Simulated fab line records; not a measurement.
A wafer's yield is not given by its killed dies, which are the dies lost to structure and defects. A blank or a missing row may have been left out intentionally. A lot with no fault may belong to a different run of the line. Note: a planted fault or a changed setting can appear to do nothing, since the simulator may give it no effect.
Comparing a struck lot with a sound one || flow sky130 || 15 out of 708 route steps
Sound: these wafers, L880.2, L880.3, L880.6. Wafers struck: L881.3, L881.5, L881.6. The cause is named last.
Each step with rows lists, per side, the tool, then ch with its chambers, then its first start. Under that, the readings that differ: sound wafers || struck wafers || difference of the means || sigmas: that difference in standard deviations of wafers without a fault.
alike: same words and numbers on both sides, and readings whose means sit less than 2 such deviations apart. not compared: any withheld reading, any reading some wafer has no value for, any bound like >300 that may hide the same value, and any number with overlapping values for which the record gives no deviation.
The two part at a step that has a row with sigmas, a row that says differs or no value, or rows on one side only. Non-overlapping numbers with no deviation appear without sigmas and do not part them. A reading that every wafer of one side lacks parts them only if that side has two wafers or more.

first, 5 steps without rows for these wafers: SKY_SONOS_TUNNEL_COAT_02 (resist thk 1140 nm); SKY_SONOS_TUNNEL_SOFTBAKE_03 (time 60 s); SKY_SONOS_TUNNEL_EXPOSE_04 (exposes mask TUNM, target cd 410 nm); SKY_SONOS_TUNNEL_PEB_05; SKY_SONOS_TUNNEL_DEVELOP_06 (develop time 60 s).
SKY_SONOS_TUNNEL_CD_MEAS_07 targets a cd of 410 nm.
  sound on cdSem-01 at day 12 07:44; struck on cdSem-01 at day 12 06:12
{"reading": "cdNm (nm)", "sound": "414 416 416", "struck": "407 409 409", "difference": -7, "sigmas": -2}
SKY_SONOS_TUNNEL_OVL_MEAS_08:
  sound on overlay-01 at day 12 07:50; struck on overlay-01 at day 12 06:17
  alike: SONOS_TUNNEL_OVL
then, 3 steps without rows for these wafers: SKY_SONOS_TUNNEL_IMPLANT_09; SKY_SONOS_TUNNEL_WET_ETCH_10 (etches SiO2 in dHF, target depth 14 nm, time 280 s); SKY_SONOS_TUNNEL_STRIP_11 (strips in SPM, time 600 s).
SKY_SONOS_TUNNEL_TW_MEAS_12:
  sound on filmMetro-01 at day 12 08:17; struck on filmMetro-02 at day 12 06:46
  alike: SONOS_TUNNEL_TW
then, 1 step without rows for these wafers: SKY_SONOS_TUNNEL_CLEAN_13 (cleans in dHF, time 20 s).
-- the record jumps here: 3 days lie between the struck wafers' starts before and after (it left off in module SONOS_TUNNEL and takes up again in module SONOS_ONO, whose first step shown is number 168 of the route) --
SKY_SONOS_ONO_OXIDATION_00: stabilise 600 s, purge 300 s, target thk 2.6 nm.
  sound on furnace-01 ch 0, day 12 09:40; struck on furnace-02 ch 0, day 14 19:38
  alike: spikeTcBottomC, spikeTcLowerC, zonePowerLowerPct
SKY_SONOS_ONO_THK_MEAS_01:
  sound on filmMetro-03 at day 12 11:02; struck on filmMetro-03 at day 14 21:00
{"reading": "SONOS_ONO_OXIDATION_THK (nm)", "sound": "2.54 2.56 2.58", "struck": "2.71 2.70 2.65", "difference": "+0.13", "sigmas": "+2"}
-- the record jumps here: 35 days lie between the struck wafers' starts before and after (it left off in module SONOS_ONO and takes up again in module PAD_OPEN, whose first step shown is number 708 of the route) --
SKY_PAD_OPEN_PROBE_99:
  sound on prober-02 at day 46 18:58; struck on prober-01 at day 49 10:22
{"reading": "model.etest.capOno.gateBvV (V)", "sound": "16.61 16.41 16.34", "struck": "15.32 15.46 15.75", "difference": -0.94, "sigmas": ""}
{"reading": "model.etest.sonosBaked.vtV (V)", "sound": "0.9932 0.9808 0.9104", "struck": "0.8299 0.8739 0.8302", "difference": -0.1168, "sigmas": ""}
{"reading": "model.etest.sonosBaked.vtLessV (V)", "sound": "-0.5226 -0.4837 -0.5179", "struck": "-0.585 -0.53 -0.5482", "difference": -0.046, "sigmas": ""}
  alike: killed_at_M0_to_M3, killed_at_M4_up, killedAtContacts, killedAtFrontEnd, killedAtOther, killedDies, killedOpen, killedShort

WHERE THEY PART
At SKY_SONOS_TUNNEL_CD_MEAS_07 first; at SKY_SONOS_ONO_THK_MEAS_01 last (within this record only). Later steps at which nothing parts them and some readings are alike: SKY_PAD_OPEN_PROBE_99.

WHY: what the simulator had put in
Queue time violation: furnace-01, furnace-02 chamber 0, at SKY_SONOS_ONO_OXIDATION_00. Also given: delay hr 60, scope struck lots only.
